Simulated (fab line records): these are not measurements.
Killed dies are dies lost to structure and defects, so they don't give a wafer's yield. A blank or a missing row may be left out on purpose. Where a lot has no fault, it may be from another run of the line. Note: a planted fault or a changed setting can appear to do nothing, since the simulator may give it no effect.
Matching of chambers / flow sky130 / SKY_VIA1_CMP_02 on cmp-01 has 4 sister chambers
The step polishes SiO2. 4 wafers are shown with their chamber, then 7 later ones without.

## EACH WAFER AND ITS CHAMBER
wafer=L487.6; chamber=3; motorCurrentA (A)=9.5
wafer=L491.3; chamber=0; motorCurrentA (A)=11.5
wafer=L493.1; chamber=2; motorCurrentA (A)=11.3
wafer=L493.3; chamber=1; motorCurrentA (A)=13.1

## WAFERS MISSING THEIR CHAMBER
wafer=L493.6; motorCurrentA (A)=11.9
wafer=L495.2; motorCurrentA (A)=11.3
wafer=L495.3; motorCurrentA (A)=14.0
wafer=L495.5; motorCurrentA (A)=9.9
wafer=L496.3; motorCurrentA (A)=11.8
wafer=L496.5; motorCurrentA (A)=13.3
wafer=L496.6; motorCurrentA (A)=11.1

## WHICH CHAMBER EACH WENT THROUGH
wafer=L493.6; from the rows above=can't be placed: 0 or 2 or 1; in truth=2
wafer=L495.2; from the rows above=can't be placed: 2 or 0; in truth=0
wafer=L495.3; from the rows above=1; in truth=1
wafer=L495.5; from the rows above=3; in truth=3
wafer=L496.3; from the rows above=can't be placed: 0 or 2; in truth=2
wafer=L496.5; from the rows above=1; in truth=1
wafer=L496.6; from the rows above=can't be placed: 2 or 0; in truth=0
Correct placement for 3 of the 7. Can't be placed from these rows: 4 (the true chamber is among the candidates in 4). Placed wrongly: 0.
How it was worked out, from the rows above alone: a wafer's distance from a chamber is the root of the sum, over the readings, of the square of ((its reading less the chamber's mean) divided by the reading's scatter). If the next closest chamber is less than 2 further off than the closest, the wafer can't be placed; otherwise it belongs to the closest. Each chamber's mean is taken over the wafers shown for it. The scatter: root of mean squared gap, hidden wafer to nearest shown wafer, with one shown wafer a chamber.
